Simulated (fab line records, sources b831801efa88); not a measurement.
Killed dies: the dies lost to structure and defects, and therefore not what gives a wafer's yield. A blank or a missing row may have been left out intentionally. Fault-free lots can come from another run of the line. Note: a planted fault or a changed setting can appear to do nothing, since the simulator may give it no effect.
Comparing a struck lot with a sound one	flow gf180mcu	20 out of 602 route steps
Sound: the wafers L453.3, L453.5, L453.6. Struck: wafer L455.3 (L455.1, L455.6, from the same lot, were not struck and are left out); the cause is given at the end.
For every step that has rows: the tool of each side, followed by ch and its chambers, followed by its first start. Under that, the readings that differ: sound wafers	struck wafers	difference of the means	sigmas: that difference in standard deviations of wafers without a fault.
alike: words and numbers the same on both sides, and readings whose means are apart by under 2 such deviations; not compared: readings that were withheld, readings missing a value for some wafer, numbers with overlapping values and no deviation given by the record, and bounds like >300 which may hide the same value.
Wherever a step has rows on one side only, a row that says differs or no value, or a row with sigmas, the two part there. Non-overlapping numbers with no deviation appear without sigmas and do not part them. Lack of a reading on every wafer of one side parts them only where that side has two or more wafers.

first, 1 step without rows for these wafers: GF_V4_CVD_00 (deposits SiO2, target thk 600 nm, time 100 s).
GF_V4_THK_MEAS_01:
  sound on filmMetro-03, day 23 23:37; struck on filmMetro-04, day 24 19:08
  alike: V4_CVD_00_THK
GF_V4_CVD_02: deposits SiO2 from TEOS, target thk 850 nm, time 94.851 s.
  sound on pecvd-03 ch 0,1,2, day 23 23:39; struck on pecvd-03 ch 2, day 24 19:11
  alike: heaterPowerOuterW, heaterPowerW, rfFwdPowerW
GF_V4_THK_MEAS_03:
  sound on filmMetro-04, day 23 23:44; struck on filmMetro-03, day 24 19:16
  alike: V4_CVD_02_THK
GF_V4_CMP_04: polishes SiO2.
  sound on cmp-01 ch 0,3, day 23 23:50; struck on cmp-01 ch 0, day 24 19:19
  alike: motorCurrentA, platenRpm, timeToEndpointS
GF_V4_BOW_MEAS_05:
  sound on filmMetro-01, day 24 00:07; struck on filmMetro-03, day 24 19:37
  alike: V4_BOW
then, 6 steps without rows for these wafers: GF_V4_DEHYDRATE_06 (time 60 s); GF_V4_HMDS_07 (prime time 60 s); GF_V4_COAT_08; GF_V4_COAT_09 (resist thk 991.1 nm); GF_V4_SOFTBAKE_10 (time 60 s); GF_V4_EXPOSE_11 (exposes mask Via4, target cd 260 nm).
GF_V4_PEB_12: peb time 90 s.
  sound on lithoTrack-04 ch 0, day 24 21:31; struck on lithoTrack-04 ch 0, day 25 12:33
reading	sound	struck	difference	sigmas
heaterPowerTotalW (W)	85.75 85.58 85.65	94.18	+8.52	+99 or more
  not compared: plateTempC
then, 1 step without rows for these wafers: GF_V4_DEVELOP_13 (develop time 60 s).
GF_V4_CD_MEAS_14: target cd 260 nm.
  sound on cdSem-02, day 24 21:50; struck on cdSem-02, day 25 12:54
reading	sound	struck	difference	sigmas
cdNm (nm)	257.9 259.4 259.3	252.6	-6.3	-6
GF_V4_OVL_MEAS_15:
  sound on overlay-01, day 24 21:56; struck on overlay-01, day 25 13:01
  alike: V4_OVL
GF_V4_ETCH_16: etches BARC in N2/H2.
  sound on rieDiel-01 ch 0,1, day 24 21:57; struck on rieDiel-02 ch 2, day 25 13:03
reading	sound	struck	difference	sigmas
model.V4.cdNm (nm)	258.3 259.7 259	253.3	-5.7	
  alike: drypumpMotorCurrentA, h2FlowSccm, n2FlowSccm, oesProductAu, rfFwdPowerW, throttleValvePct
GF_V4_ETCH_17: etches SiO2 in C4F8/O2/Ar, stops on TiN, target depth 630 nm.
  sound on rieDiel-01 ch 0,1; struck on rieDiel-02 ch 2
reading	sound	struck	difference	sigmas
model.V4.cdNm (nm)	258.7 259.7 259.5	253.2	-6.1	
  alike: oesProductAu, rfFwdPowerW
GF_V4_STRIP_18: strips in O2/N2.
  sound on plasmaAsher-03 ch 0,1, day 24 22:07; struck on plasmaAsher-03 ch 0, day 25 13:11
  alike: drypumpMotorCurrentA, heaterPowerW, n2FlowSccm, oesProductAu
  not compared: rfHoursCounterH
next, for these wafers, 1 step has no rows: GF_PASSIVATION_PROBE_99.

== WHERE THEY PART ==
At GF_V4_PEB_12 first; at GF_V4_CD_MEAS_14 last (within this record only). Later steps at which nothing parts them and some readings are alike: GF_V4_OVL_MEAS_15, GF_V4_ETCH_16, GF_V4_ETCH_17, GF_V4_STRIP_18.

WHY: what had been put in by the simulator
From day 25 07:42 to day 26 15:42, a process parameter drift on lithoTrack-04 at GF_V4_PEB_12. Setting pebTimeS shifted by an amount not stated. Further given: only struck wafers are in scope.
